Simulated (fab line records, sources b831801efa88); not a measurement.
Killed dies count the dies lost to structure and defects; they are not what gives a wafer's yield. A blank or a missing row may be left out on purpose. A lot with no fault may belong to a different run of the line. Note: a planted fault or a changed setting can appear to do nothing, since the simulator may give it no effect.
8D (eight disciplines) problem report, filled in by code ; flow gf180mcu ; the parts of the form that need people (team, actions taken, sign-off) are left out

1. WHAT WENT WRONG
Wafers free of any fault read 1053 (standard deviation 6.3) for HV_LDD_2_TW at GF_HV_LDD_TW_MEAS_23, against a mean of 1209 on 6 wafers of 2 lots. Measured from the usual mean, that is +25 standard deviations.
The first sign was on wafer L435.3 at day 13 23:13, on film_metro-03. At this step, 39 wafers from 13 lots have a number in the record. The rule behind "out" and "out of limits": a value lying over 4 standard deviations away from the usual mean. All remaining wafers that have a number are taken as sound.

2. WHAT IT IS, AND WHAT IT ISN'T
question;is;is not
which readings at this step;HV_LDD_2_TW;-
which lots;L435, L439;L426, L427, L429, L430, L432, L433, L434, L437, L443, L446, L447
which wafers of those lots;all that have a number;-
read on which gauges;film_metro-01, film_metro-03;film_metro-04
when;from day 13 23:13;"up to then (21 sound wafers); but 12 sound wafers of L437, L443, L446, L447 came after"

3. SUSPECTS, AND WHAT RULES EACH OUT
Counting: a tool at any process step up to the reading remains a suspect when it ran all the lots that are out and ran no sound lot after the first of those.
- the gauge at GF_HV_LDD_TW_MEAS_23: ruled out. 2 gauges (film_metro-01, film_metro-03) read the wafers that are out.
- implanter-03 at GF_HV_LDD_IMPLANT_21: ruled out as a lasting fault. Following L435 (day 13 22:59), the first lot on it that is out, the sound lots L447 were run on it.
Left after counting: nothing in the record.

4. THE CAUSE (what the simulator had put in)
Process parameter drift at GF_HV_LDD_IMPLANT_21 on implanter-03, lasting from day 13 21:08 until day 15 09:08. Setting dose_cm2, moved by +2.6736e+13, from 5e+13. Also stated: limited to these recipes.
It was ruled out by counting, in error; the rule expects a fault to strike all lots run on its tool from its start on, and this fault did not.

5. THE CHAIN OF EFFECTS, in route order
Each row: a reading whose mean over the struck wafers that have a number lies more than 3 standard deviations from the usual. Readings are gone through only where the record gives a usual standard deviation; hours: the median, over the lots, of the time from a lot's start at the first step in this table giving one to that lot's start at this step; sigmas: the change measured in usual standard deviations.
hours;step;reading;usual;on struck wafers;change;sigmas
0;GF_HV_LDD_IMPLANT_21;dose_ions_cm2;5e+13;8e+13;+3e+13;+99 or more
0;GF_HV_LDD_IMPLANT_21;faraday_current_uA;282;434;+152;+28
0;GF_HV_LDD_TW_MEAS_23;HV_LDD_2_TW;1053;1209;+156;+25
The process steps in it:
- GF_HV_LDD_IMPLANT_21

6. WHAT WOULD HAVE CAUGHT IT SOONER
The first out-of-limits reading at a measuring or inspecting step in this record came at day 13 23:13, 2 hours after the fault's start at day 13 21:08.
At GF_HV_LDD_IMPLANT_21, the tool's own readings (dose_ions_cm2, faraday_current_uA) were out on each struck wafer the step has a row for, so an alarm limit on them would have fired on the first such wafer.
